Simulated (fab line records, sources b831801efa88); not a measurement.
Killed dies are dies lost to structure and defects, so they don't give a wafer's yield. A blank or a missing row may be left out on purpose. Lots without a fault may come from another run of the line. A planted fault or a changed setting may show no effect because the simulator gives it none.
fab line records | flow sky130 | part 1 of 2: steps 1 to 28 of 29
record lots=7 wafers=21 last_day=50
route steps=708 shown METAL3@561 VIA3@573 PAD_OPEN@708
lots that met no fault: from a run of the same line without faults
start_h: hours from the record's first day to the start of the lot's first wafer shown | wait_h: hours since the lot's step before | " the same as in the row above | L1.1+2: a row that stands for several wafers | - no value, or no start given | * or withheld: withheld | < > ~ a bound
route shown NAME@n: a module of which the file shows steps, and the number in the route of the first | usual: mean/standard deviation of fault-free wafers | same: alike in all rows | chamber/n: place in a boat | sites: the reading at each site | _std_site: their standard deviation | _edge_site: outer sites' mean less inner sites' | radius_mm: how far each site lies from the wafer's centre | mask NAME#n: copy n | behind: the tool/chamber that last shaped the wafer | hold: why the lot was held/for how many hours/how that ended | device: the transistor (n, p or np) that didn't switch | end of line: the same wafers' tests at the end of the route | a step without rows: its recipe alone | killed: dies lost to structure and defects at the first sort, not the wafer's yield | map: a wafer's dies, x killed, . not, _ none there
set.NAME: the setting as run; set.NAME@STEP: as run at that earlier step | model.NAME: the simulator's own value behind a step, which no gauge read
lots at some steps of the route; a table a step, a row a wafer
services: from which hour (start_h, from the record's first day; less than 0 if before it) a tool's chamber was out of use, for how many hours, and why
## steps
# step SKY_METAL3_PEB_11
# recipe peb_temp_c=withheld peb_time_s=withheld resist=KrF-thick
# step SKY_METAL3_DEVELOP_12
# recipe develop_time_s=60 resist=KrF-thick dev_temp_c=21
# step SKY_METAL3_CD_MEAS_13
# recipe target_cd_nm=300
# usual cd_nm=299.7/1.7
# columns lot.wafer tool chamber start_h wait_h cd_nm
L396.1 cd_sem-01 - 895.75 - 297.7
L396.2 " - " " 299.6
L396.5 " - " " 298.0
L400.2 cd_sem-01 - 936.35 - 302.2
L400.5 " - " " 300.9
L400.6 " - " " 300.5
L409.1 cd_sem-01 - 992.53 - 301.7
L409.4 " - " " 300.8
L409.5 " - " " 302.7
L410.1 cd_sem-02 - 995.65 - 302.4
L410.2 " - " " 301.6
L410.4 " - " " 302.8
L411.1 cd_sem-01 - 1003.38 - 299.7
L411.2 " - " " 300.8
L411.4 " - " " 300.2
L416.2 cd_sem-02 - 1040.42 - 301.0
L416.4 " - " " 301.0
L416.5 " - " " 301.6
L418.4 cd_sem-02 - 1045.36 - 300.8
L418.5 " - " " 300.8
L418.6 " - " " 300.5
# step SKY_METAL3_OVL_MEAS_14
# usual METAL3_OVL=-1/5.8
# columns lot.wafer tool chamber start_h wait_h METAL3_OVL[nm]
L396.1 overlay-02 - 895.87 0.1 -8
L396.2 " - " " -8
L396.5 " - " " -4
L400.2 overlay-02 - 936.45 0.1 -4
L400.5 " - " " -10
L400.6 " - " " -9
L409.1 overlay-01 - 992.65 0.1 1
L409.4 " - " " 7
L409.5 " - " " 0
L410.1 overlay-02 - 995.77 0.1 -8
L410.2 " - " " -9
L410.4 " - " " -3
L411.1 overlay-01 - 1003.50 0.1 11
L411.2 " - " " 13
L411.4 " - " " 14
L416.2 overlay-01 - 1040.52 0.1 -10
L416.4 " - " " -1
L416.5 " - " " -8
L418.4 overlay-01 - 1045.43 0.1 4
L418.5 " - " " 0
L418.6 " - " " -3
# step SKY_METAL3_DESCUM_15
# recipe chemistry=O2 source_power_w=150 bias_power_w=0 pressure_mtorr=10 temp_c=40 time_s=8
# usual drypump_motor_current_A=5.6/0.5 oes_product_au=1.004/0.0067
# columns lot.wafer tool chamber start_h wait_h drypump_motor_current_A oes_product_au rf_hours_counter_h
L396.1 rie_metal-04 1 895.91 0.0 5.7 1.005 3
L396.2 " 0 " " 6.3 1.000 7
L396.5 " 0 " " 6.3 1.003 -
L400.2 rie_metal-04 1 936.48 0.0 5.7 0.993 5
L400.5 " 1 " " 5.7 0.997 -
L400.6 " 0 " " 6.3 1.008 -
L409.1 rie_metal-03 1 992.68 0.0 5.0 1.002 16
L409.4 " 0 " " 5.2 1.006 -
L409.5 " 1 " " 5.0 1.007 -
L410.1 rie_metal-04 1 995.80 0.0 5.7 1.002 9
L410.2 " 0 " " 6.3 1.006 13
L410.4 " 1 " " 5.7 1.007 -
L411.1 rie_metal-02 0 1003.54 0.0 5.6 1.001 13
L411.2 " 1 " " 6.2 1.011 12
L411.4 " 0 " " 5.5 1.012 -
L416.2 rie_metal-03 1 1040.55 0.0 5.0 1.012 18
L416.4 " 1 " " 5.0 1.010 -
L416.5 " 1 " " 5.0 1.006 -
L418.4 rie_metal-04 0 1045.46 0.0 6.3 1.009 -
L418.5 " 1 " " 5.7 0.998 -
L418.6 " 0 " " 6.3 1.013 -
# step SKY_METAL3_ETCH_16
# recipe chemistry=N2/H2 target=BARC ion_energy_ev=200 bias_w=100 pressure_mtorr=30 n2_flow_sccm=100 h2_flow_sccm=200 icp_w=500 stop_on=SiO2 time_s=88.2 target_depth_a=600
# step SKY_METAL3_ETCH_17
# recipe target=SiO2 stop_on=TiN chemistry=C4F8/O2/Ar source_w=1500 bias_w=1200 pressure_mtorr=40 c4f8_flow_sccm=withheld O2_flow_sccm=6 Ar_flow_sccm=300 time_s=3.9 target_depth_a=150
# usual oes_product_au=0.755/0.0063
# columns lot.wafer tool chamber start_h wait_h oes_product_au rf_hours_counter_h
L396.1 rie_diel-04 1 896.04 0.1 0.760 3
L396.2 " 0 " " 0.759 9
L396.5 " 0 " " 0.762 -
L400.2 rie_diel-01 0 936.61 0.1 0.752 12
L400.5 " 1 " " 0.756 -
L400.6 " 2 " " 0.767 -
L409.1 rie_diel-04 1 992.82 0.1 0.745 6
L409.4 " 3 " " 0.750 27
L409.5 " 1 " " 0.755 -
L410.1 rie_diel-03 1 995.93 0.1 0.758 20
L410.2 " 3 " " 0.757 9
L410.4 " 0 " " 0.750 -
L411.1 rie_diel-03 1 1003.67 0.1 0.754 20
L411.2 " 3 " " 0.745 10
L411.4 " 2 " " 0.768 5
L416.2 rie_diel-04 0 1040.68 0.1 0.753 14
L416.4 " 2 " " 0.758 14
L416.5 " 1 " " 0.757 -
L418.4 rie_diel-01 1 1045.58 0.0 0.762 19
L418.5 " 0 " " 0.751 -
L418.6 " 1 " " 0.757 -
# step SKY_METAL3_METAL_ETCH_18
# recipe target_depth_a=8450 stop_on=SiO2 over_etch_frac=0.3 time_s=183.1 chemistry=Cl2/BCl3 resist_sidewall_deg=88 pressure_mtorr=10 icp_w=900 bias_w=48.5 Cl2_flow_sccm=60 bcl3_flow_sccm=30
# step SKY_METAL3_STRIP_19
# recipe chemistry=O2/N2 power_w=1400 pressure_mtorr=1500 platen_temp_c=withheld o2_flow_sccm=3000 n2_flow_sccm=300 overash_fraction=0.5
# usual drypump_motor_current_A=5.9/0.38 n2_flow_sccm=300.1/0.91 oes_product_au=0.501/0.0051 strip_time_to_endpoint_s=6.50/0.061
# columns lot.wafer tool chamber start_h wait_h drypump_motor_current_A n2_flow_sccm oes_product_au rf_hours_counter_h strip_time_to_endpoint_s
L396.1 plasma_asher-03 1 896.23 0.1 5.5 299.5 0.499 82 6.48
L396.2 " 0 " " 6.1 300.0 0.504 82 6.47
L396.5 " 0 " " 6.2 301.8 0.505 - 6.54
L400.2 plasma_asher-04 1 936.81 0.1 6.4 299.1 0.503 37 6.45
L400.5 " 0 " " 5.9 300.0 0.512 - 6.57
L400.6 " 1 " " 6.4 299.2 0.496 - 6.49
L409.1 plasma_asher-03 1 993.01 0.1 5.5 300.1 0.498 92 6.44
L409.4 " 1 " " 5.5 299.7 0.502 - 6.49
L409.5 " 0 " " 6.1 301.4 0.497 - 6.43
L410.1 plasma_asher-04 1 996.13 0.1 6.4 300.0 0.488 44 6.48
L410.2 " 0 " " 5.9 298.7 0.504 44 6.54
L410.4 " 0 " " 5.8 299.3 0.501 - 6.59
L411.1 plasma_asher-03 1 1003.86 0.1 5.5 300.9 0.508 93 6.69
L411.2 " 0 " " 6.1 299.3 0.496 93 6.59
L411.4 " 0 " " 6.2 300.6 0.499 - 6.56
L416.2 plasma_asher-03 0 1040.88 0.1 6.1 299.2 0.495 96 6.48
L416.4 " 1 " " 5.5 300.3 0.492 - 6.41
L416.5 " 1 " " 5.5 298.9 0.500 - 6.50
L418.4 plasma_asher-02 0 1045.81 0.1 5.4 301.2 0.495 - 6.41
L418.5 " 1 " " 6.3 298.4 0.490 - 6.41
L418.6 " 0 " " 5.4 301.3 0.499 - 6.41
# step SKY_METAL3_STRIP_20
# recipe chemistry=post_etch_residue_remover time_s=1200 temp_c=72.5
# step SKY_METAL3_CLEAN_21
# recipe chemistry=IPA time_s=180 temp_c=25
# step SKY_METAL3_CLEAN_22
# recipe chemistry=O3/DIW dry=n2_spin
# step SKY_VIA3_HDPCVD_00
# recipe material=SiO2 target_thk_nm=1635 sigma_open_frac=0.3 time_s=272.5 temp_c=400 sih4_flow_sccm=60 pressure_mtorr=6
# usual pressure_mtorr=5.999/0.011 run_length_s=300.0/0.55
# columns lot.wafer tool chamber start_h wait_h pressure_mtorr run_length_s
L396.1 hdpcvd-02 2 896.88 0.0 5.984 300.1
L396.2 " 0 " " 5.987 299.2
L396.5 " 1 " " 5.999 299.4
L400.2 hdpcvd-02 1 937.40 0.0 6.006 299.5
L400.5 " 2 " " 6.003 300.2
L400.6 " 0 " " 5.994 299.5
L409.1 hdpcvd-01 2 993.80 0.0 - -
L409.4 " 1 " " - -
L409.5 " 2 " " - -
L410.1 hdpcvd-02 2 996.72 0.0 - -
L410.2 " 1 " " - -
L410.4 " 0 " " - -
L411.1 hdpcvd-02 0 1004.45 0.0 - -
L411.2 " 1 " " - -
L411.4 " 0 " " - -
L416.2 hdpcvd-02 1 1041.76 0.0 5.992 299.4
L416.4 " 0 " " 5.977 300.0
L416.5 " 2 " " 5.994 299.8
L418.4 hdpcvd-01 1 1046.51 0.1 5.997 300.4
L418.5 " 2 " " 6.010 299.8
L418.6 " 0 " " 6.003 300.5
# step SKY_VIA3_CMP_02
# recipe material=SiO2 down_force_psi=4 platen_rpm=60 pad_velocity_m_s=0.94248
# usual motor_current_A=11.3/1.6
# columns lot.wafer tool chamber start_h wait_h motor_current_A
L396.2 cmp-02 2 897.11 0.0 13.3
L396.1 " 3 " " 11.6
L396.5 " 2 " " 13.6
L400.2 cmp-02 0 937.68 0.1 8.5
L400.5 " 3 " " 11.2
L400.6 " 0 " " 8.2
L409.1 cmp-01 3 994.17 0.2 10.5
L409.4 " 1 " " 11.9
L409.5 " 2 " " 13.6
L410.2 cmp-02 1 997.00 0.1 11.2
L410.1 " 2 " " 13.7
L410.4 " 3 " " 11.6
L411.1 cmp-01 1 1004.68 0.1 11.9
L411.2 " 3 " " 11.0
L411.4 " 0 " " 9.8
L416.4 cmp-01 0 1041.99 0.0 9.8
L416.2 " 2 " " 13.2
L416.5 " 1 " " 12.4
L418.4 cmp-02 1 1047.37 0.7 12.0
L418.5 " 1 " " 11.4
L418.6 " 2 " " 13.6
# step SKY_VIA3_BOW_MEAS_03
# recipe mode=bow
# usual VIA3_BOW=80/7.3
# columns lot.wafer tool chamber start_h wait_h VIA3_BOW[um]
L396.1 film_metro-04 - 897.41 0.2 85
L396.2 " - " " 79
L396.5 " - " " 81
L400.2 film_metro-04 - 937.95 0.2 79
L400.5 " - " " 79
L400.6 " - " " 85
L409.1 film_metro-02 - 994.42 0.2 90
L409.4 " - " " 82
L409.5 " - " " 88
L410.1 film_metro-04 - 997.25 0.1 97
L410.2 " - " " 95
L410.4 " - " " 93
L411.1 film_metro-02 - 1004.98 0.2 89
L411.2 " - " " 92
L411.4 " - " " 88
L416.2 film_metro-04 - 1042.31 0.2 70
L416.4 " - " " 81
L416.5 " - " " 78
L418.4 film_metro-03 - 1047.73 0.3 95
L418.5 " - " " 87
L418.6 " - " " 88
# step SKY_VIA3_DEHYDRATE_04
# recipe temp_c=200 time_s=60
# step SKY_VIA3_HMDS_05
# recipe prime_time_s=60 prime_temp_c=120
# step SKY_VIA3_COAT_06
# recipe resist=BARC temp_c=withheld time_s=withheld spin_rpm=3000 resist_thk_nm=60
# step SKY_VIA3_COAT_07
# recipe resist=KrF-thick spin_rpm=3000 resist_thk_nm=450
# step SKY_VIA3_SOFTBAKE_08
# recipe temp_c=100 time_s=90 resist=KrF-thick
# step SKY_VIA3_EXPOSE_09
# recipe mask_id=VIM3 na=0.8 source_shape=annular sigma_inner=0.55 sigma_outer=0.85 target_cd_nm=200 dose_mj=38
# step SKY_VIA3_PEB_10
# recipe peb_temp_c=withheld peb_time_s=withheld resist=KrF-thick
# step SKY_VIA3_DEVELOP_11
# recipe develop_time_s=60 resist=KrF-thick dev_temp_c=21
# step SKY_VIA3_CD_MEAS_12
# recipe target_cd_nm=200
# usual cd_nm=199.5/1.5
# columns lot.wafer tool chamber start_h wait_h cd_nm
L396.1 cd_sem-01 - 922.25 - 199.7
L396.2 " - " " 199.4
L396.5 " - " " 200.5
L400.2 cd_sem-02 - 961.66 - 199.7
L400.5 " - " " 199.3
L400.6 " - " " 199.5
L409.1 cd_sem-02 - 1017.30 - 197.8
L409.4 " - " " 198.4
L409.5 " - " " 199.1
L410.1 cd_sem-01 - 1020.68 - 199.4
L410.2 " - " " 199.7
L410.4 " - " " 198.6
L411.1 cd_sem-01 - 1028.58 - 200.6
L411.2 " - " " 201.4
L411.4 " - " " 201.3
L416.2 cd_sem-02 - 1063.92 - 196.8
L416.4 " - " " 196.4
L416.5 " - " " 196.6
L418.4 cd_sem-01 - 1069.21 - 198.6
L418.5 " - " " 197.7
L418.6 " - " " 198.6
# step SKY_VIA3_OVL_MEAS_13
# usual VIA3_OVL=1/6
# columns lot.wafer tool chamber start_h wait_h VIA3_OVL[nm]
L396.1 overlay-01 - 922.37 0.1 9
L396.2 " - " " 3
L396.5 " - " " 7
L400.2 overlay-02 - 961.77 0.1 -4
L400.5 " - " " -4
L400.6 " - " " -7
L409.1 overlay-02 - 1017.45 0.1 -6
L409.4 " - " " -5
L409.5 " - " " -1
L410.1 overlay-02 - 1020.80 0.1 0
L410.2 " - " " 4
L410.4 " - " " 9
L411.1 overlay-02 - 1028.70 0.1 19
L411.2 " - " " 3
L411.4 " - " " 10
L416.2 overlay-01 - 1064.03 0.1 0
L416.4 " - " " 7
L416.5 " - " " 0
L418.4 overlay-01 - 1069.29 0.1 5
L418.5 " - " " -2
L418.6 " - " " 4
# step SKY_VIA3_ETCH_14
# recipe chemistry=N2/H2 target=BARC ion_energy_ev=200 source_w=500 bias_w=100 pressure_mtorr=30 n2_flow_sccm=100 h2_flow_sccm=200 stop_on=SiO2 time_s=45.9 target_depth_a=600
# usual drypump_motor_current_A=5.7/0.41 n2_flow_sccm=100.0/0.31 oes_product_au=0.855/0.0049 throttle_valve_pct=13.224/0.01
# columns lot.wafer tool chamber start_h wait_h drypump_motor_current_A n2_flow_sccm oes_product_au rf_hours_counter_h throttle_valve_pct
L396.1 rie_diel-04 2 922.41 0.0 5.1 100.1 0.849 9 13.231
L396.2 " 0 " " 5.4 99.8 0.860 10 13.226
L396.5 " 2 " " 5.1 100.2 0.859 - 13.212
L400.2 rie_diel-01 0 961.80 0.0 6.1 100.2 0.860 12 13.231
L400.5 " 3 " " 5.0 100.1 0.847 - 13.228
L400.6 " 0 " " 6.1 100.1 0.856 - 13.226
L409.1 rie_diel-04 2 1017.49 0.0 5.1 99.5 0.861 13 13.219
L409.4 " 3 " " 5.6 100.1 0.853 28 13.229
L409.5 " 3 " " 5.6 100.3 0.853 - 13.219
L410.1 rie_diel-02 0 1020.84 0.0 6.0 100.7 0.859 11 13.214
L410.2 " 2 " " 6.1 100.3 0.849 14 13.239
L410.4 " 1 " " 6.2 100.3 0.858 19 13.221
L411.1 rie_diel-02 2 1028.74 0.0 6.1 99.8 0.859 14 13.228
L411.2 " 1 " " 6.1 100.0 0.855 20 13.234
L411.4 " 3 " " 6.0 100.2 0.856 28 13.219
L416.2 rie_diel-01 3 1064.06 0.0 5.0 100.2 0.859 1 13.221
L416.4 " 0 " " 6.1 100.1 0.857 15 13.219
L416.5 " 2 " " 5.6 99.7 0.849 - 13.240
L418.4 rie_diel-01 1 1069.31 0.0 6.1 99.9 0.855 20 13.215
L418.5 " 2 " " 5.6 100.1 0.855 - 13.214
L418.6 " 3 " " 5.0 99.8 0.860 - 13.211
# step SKY_VIA3_ETCH_15
# recipe target=SiO2 chemistry=C4F8/O2/Ar target_depth_nm=507 stop_on=TiN mask_material=KrF-thick source_w=1500 bias_w=1200 pressure_mtorr=40 c4f8_flow_sccm=withheld O2_flow_sccm=6 Ar_flow_sccm=300 time_s=78
# usual oes_product_au=0.946/0.0047
# columns lot.wafer tool chamber start_h wait_h oes_product_au rf_hours_counter_h model.etch.depth_nm
L396.1 rie_diel-04 2 922.45 0.0 0.946 9 463.7
L396.2 " 0 " " 0.936 10 463.2
L396.5 " 2 " " 0.948 - 463.2
L400.2 rie_diel-01 0 961.84 0.0 0.955 12 465.4
L400.5 " 3 " " 0.944 - 465.7
L400.6 " 0 " " 0.943 - 464.9
L409.1 rie_diel-04 2 1017.53 0.0 0.374 13 0
L409.4 " 3 " " 0.374 28 0
L409.5 " 3 " " 0.373 - 0
L410.1 rie_diel-02 0 1020.88 0.0 0.375 11 0
L410.2 " 2 " " 0.379 14 0
L410.4 " 1 " " 0.377 19 0
L411.1 rie_diel-02 2 1028.78 0.0 0.372 14 0
L411.2 " 1 " " 0.380 20 0
L411.4 " 3 " " 0.370 28 0
L416.2 rie_diel-01 3 1064.10 0.0 0.951 1 465
L416.4 " 0 " " 0.945 15 464.3
L416.5 " 2 " " 0.947 - 464.7
L418.4 rie_diel-01 1 1069.35 0.0 0.953 20 464.5
L418.5 " 2 " " 0.956 - 467.3
L418.6 " 3 " " 0.949 - 464.8
# step SKY_VIA3_STRIP_16
# recipe chemistry=O2/N2 power_w=1400 pressure_mtorr=1500 platen_temp_c=withheld o2_flow_sccm=3000 n2_flow_sccm=300 overash_fraction=0.5
## key
first_sign step=SKY_VIA3_HDPCVD_00 reading=tool_record direction=missing
effect step=SKY_VIA3_BOW_MEAS_03 reading=VIA3_BOW direction=up sigmas=1.4 usual=80 struck=91
effect step=SKY_VIA3_ETCH_15 reading=oes_product_au direction=down sigmas=99+ usual=0.946 struck=0.375
effect step=SKY_PAD_OPEN_PROBE_99 reading=killed_at_M0_to_M3 direction=up sigmas=67 usual=44 struck=483
model_effect step=SKY_VIA3_ETCH_15 value=etch.depth_nm without=464.2 struck=0
met_at SKY_VIA3_HDPCVD_00
struck_wafers L409.1,L409.4,L409.5,L410.1,L410.2,L410.4,L411.1,L411.2,L411.4
later_rows_left_out L409.1,L409.4,L409.5,L410.1,L410.2,L410.4,L411.1,L411.2,L411.4
onset_between 937.40 993.80
fault kind=skipped_step_whole tool=hdpcvd-01,hdpcvd-02 chamber=- onset_h=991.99 steps=SKY_VIA3_HDPCVD_00 scope=struck_lots_only
# later_rows_left_out: the simulator's readings of these wafers behind a module that went badly wrong aren't trusted and aren't shown, but for the sort
